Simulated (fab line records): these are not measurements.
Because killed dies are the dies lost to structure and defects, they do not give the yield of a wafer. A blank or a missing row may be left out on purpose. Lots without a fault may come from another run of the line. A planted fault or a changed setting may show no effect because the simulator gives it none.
Struck lot and sound lot, side by side || flow sky130 || 38 out of 708 route steps
Sound: wafers L184.1, L184.3, L184.6. The struck wafers were L186.3, L186.4, L186.5. The cause is named last.
Each step with rows lists, per side, the tool, then ch with its chambers, then its first start. Under that, the readings that differ: sound wafers || struck wafers || difference of the means || sigmas: that difference in standard deviations of wafers without a fault.
alike: words and numbers the same on both sides, and readings whose means are apart by under 2 such deviations; not compared: readings that were withheld, readings missing a value for some wafer, numbers with overlapping values and no deviation given by the record, and bounds like >300 which may hide the same value.
Wherever a step has rows on one side only, a row that says differs or no value, or a row with sigmas, the two part there. Numbers that have no deviation but don't overlap get no sigmas and don't part them. A reading that every wafer of one side lacks parts them only if that side has two wafers or more.

first, 10 steps without rows for these wafers: SKY_VIA4_STRIP_14 (strips in post etch residue remover, time 1200 s); SKY_VIA4_CLEAN_15 (cleans in IPA, time 180 s); SKY_VIA4_CLEAN_16 (cleans in O3/DIW); SKY_VIA4_SPUTTER_17 (material TiN, target thk 20 nm, time 80 s); SKY_VIA4_CVD_18 (deposits W, target thk 505 nm, time 152.14 s); SKY_VIA4_CMP_21 (polishes, stops on SiO2, t overpolish 25 s, target thk 0 nm); SKY_METAL5_SPUTTER_00 (material Ti, target thk 15 nm, time 10 s); SKY_METAL5_SPUTTER_01 (material TiN, target thk 20 nm, time 16.7 s); SKY_METAL5_SPUTTER_02 (material AlCu, target thk 1150 nm, time 61.2 s); SKY_METAL5_SPUTTER_03 (material Ti, target thk 5 nm, time 3.3 s).
SKY_METAL5_SPUTTER_04: material TiN, target thk 70 nm, time 58.3 s.
  sound on pvd-sputter-02 at day 44 01:55; struck on pvd-sputter-02 at day 44 23:20
{"reading": "model.TiN_of_METAL5_SPUTTER_04.thk-nm (nm)", "sound": "69.91 68.86 69.75", "struck": "103.6 104.4 104.9", "difference": "+34.8", "sigmas": ""}
  alike: throttle-valve-pct
SKY_METAL5_THK_MEAS_06: measures by xrf.
  sound on film-metro-01 at day 44 02:05; struck on film-metro-01 at day 44 23:31
{"reading": "METAL5_ALCU_THK (nm)", "sound": "1133 1131 1146", "struck": "1036 1040 1031", "difference": -101, "sigmas": -8}
then, 10 steps without rows for these wafers: SKY_METAL5_DEHYDRATE_07 (time 60 s); SKY_METAL5_HMDS_08 (prime time 60 s); SKY_METAL5_COAT_09 (resist thk 1800 nm); SKY_METAL5_SOFTBAKE_10 (time 60 s); SKY_METAL5_EXPOSE_11 (exposes mask MM5, target cd 1600 nm); SKY_METAL5_PEB_12; SKY_METAL5_DEVELOP_13 (develop time 60 s); SKY_METAL5_DESCUM_14 (chemistry O2, time 11 s); SKY_METAL5_METAL_ETCH_15 (etches the open film in Cl2/BCl3, stops on SiO2, target depth 1260 nm, time 252 s); SKY_METAL5_STRIP_16 (strips in O2/N2).
SKY_METAL5_STRIP_17: strips in post etch residue remover, time 1200 s.
  sound on wet-bench-04 ch 2, day 45 00:42; struck on wet-bench-03 ch 0, day 45 20:28
{"reading": "model.TiN_of_METAL5_SPUTTER_04.thk-nm (nm)", "sound": "69.48 68.44 69.33", "struck": "103.2 103.9 104.5", "difference": "+34.8", "sigmas": ""}
  alike: bath-guard-temp-C
then, 11 steps without rows for these wafers: SKY_METAL5_CLEAN_18 (cleans in IPA, time 180 s); SKY_METAL5_CLEAN_19 (cleans in O3/DIW); SKY_PASSIVATION_CVD_00 (deposits SiO2, target thk 90 nm); SKY_PASSIVATION_CVD_02 (deposits Si3N4, target thk 540 nm); SKY_PASSIVATION_DEHYDRATE_04 (time 60 s); SKY_PASSIVATION_HMDS_05 (prime time 60 s); SKY_PASSIVATION_COAT_06 (resist thk 3000 nm); SKY_PASSIVATION_SOFTBAKE_07; SKY_PASSIVATION_EXPOSE_08 (exposes mask NSM, target cd 3000 nm); SKY_PASSIVATION_PEB_09; SKY_PASSIVATION_DEVELOP_10 (develop time 60 s).
SKY_PASSIVATION_ETCH_11: etches the open film in CF4/O2, stops on AlCu, target depth 725 nm, time 161.1 s.
  sound on rie-diel-04 ch 0,3, day 45 22:32; struck on rie-diel-02 ch 0,1,3, day 46 18:32
  alike: drypump-motor-current-A, oes-product-au, throttle-valve-pct
  not compared: rf-hours-counter-h, model.PASSIVATION.feature-depth-nm
then, 2 steps without rows for these wafers: SKY_PASSIVATION_STRIP_12 (strips in O2/N2); SKY_PAD_OPEN_DEHYDRATE_00 (time 60 s).
SKY_PAD_OPEN_ETCH_07: etches the open film in CF4/O2, stops on AlCu, target depth 725 nm, time 161.1 s.
  sound on rie-diel-03 ch 0,1, day 46 19:41; struck on rie-diel-03 ch 2,3, day 47 14:50
{"reading": "oes-product-au (a.u.)", "sound": "0.978 0.986 0.984", "struck": "0.991 1.006 0.991", "difference": "+0.013", "sigmas": "+2"}
{"reading": "model.PAD_OPEN.feature-depth-nm (nm)", "sound": "704.2 701.1 714.9", "struck": "728.9 737.6 721.4", "difference": "+22.6", "sigmas": ""}
  alike: drypump-motor-current-A, throttle-valve-pct
  not compared: rf-hours-counter-h

== WHERE THEY PART ==
First at SKY_METAL5_THK_MEAS_06; last, within this record, at SKY_PAD_OPEN_ETCH_07.

WHY: what had been put in by the simulator
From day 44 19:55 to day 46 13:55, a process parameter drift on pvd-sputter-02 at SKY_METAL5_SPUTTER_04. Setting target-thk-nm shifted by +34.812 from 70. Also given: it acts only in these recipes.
